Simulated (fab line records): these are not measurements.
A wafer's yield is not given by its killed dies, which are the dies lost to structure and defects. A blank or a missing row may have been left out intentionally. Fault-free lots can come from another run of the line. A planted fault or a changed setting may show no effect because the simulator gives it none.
Chamber matching | flow gf180mcu | rie_diel-04 running GF_M5_ETCH_09: 4 sister chambers
The step etches Si3N4 in CF4/O2, target depth 52 nm, time 11.6 s. 8 wafers are shown with their chamber, then 7 later ones without.

WAFERS WITH THEIR CHAMBER
wafer  | chamber | drypump_motor_current_A (A) | oes_product_au (a.u.)
L078.2 | 2       | 6.0                         | 0.996
L086.3 | 0       | 5.5                         | 1.020
L086.5 | 2       | 6.0                         | 0.994
L087.1 | 1       | 5.1                         | 0.986
L087.2 | 3       | 5.8                         | 0.999
L087.3 | 0       | 5.5                         | 1.009
L089.1 | 1       | 5.2                         | 0.987
L089.3 | 3       | 5.8                         | 0.999

WAFERS MISSING THEIR CHAMBER
wafer  | drypump_motor_current_A (A) | oes_product_au (a.u.)
L089.5 | 5.2                         | 0.993
L093.2 | 5.2                         | 0.979
L093.4 | 6.0                         | 1.018
L093.5 | 5.1                         | 0.989
L097.1 | 5.5                         | 1.026
L097.2 | 6.0                         | 1.001
L097.4 | 5.2                         | 1.000

WHICH CHAMBER EACH ONE RAN IN
wafer  | from the rows above     | in truth
L089.5 | 1                       | 1
L093.2 | 1                       | 1
L093.4 | can't be placed: 2 or 3 | 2
L093.5 | 1                       | 1
L097.1 | 0                       | 0
L097.2 | 2                       | 2
L097.4 | 1                       | 1
6 of 7 placed correctly. Can't be placed from these rows: 1 (the true chamber is among the candidates in 1). Number placed wrongly: 0.
How it was worked out, from the rows above alone: a wafer's distance from a chamber is the root of the sum, over the readings, of the square of ((its reading less the chamber's mean) divided by the reading's scatter). If the next closest chamber is less than 2 further off than the closest, the wafer can't be placed; otherwise it belongs to the closest. For every chamber, the mean is computed from those of its wafers that are shown. The scatter is the square root of a quotient: the sum, over the shown wafers, of each reading's squared deviation from its chamber's mean, divided by wafers minus chambers.
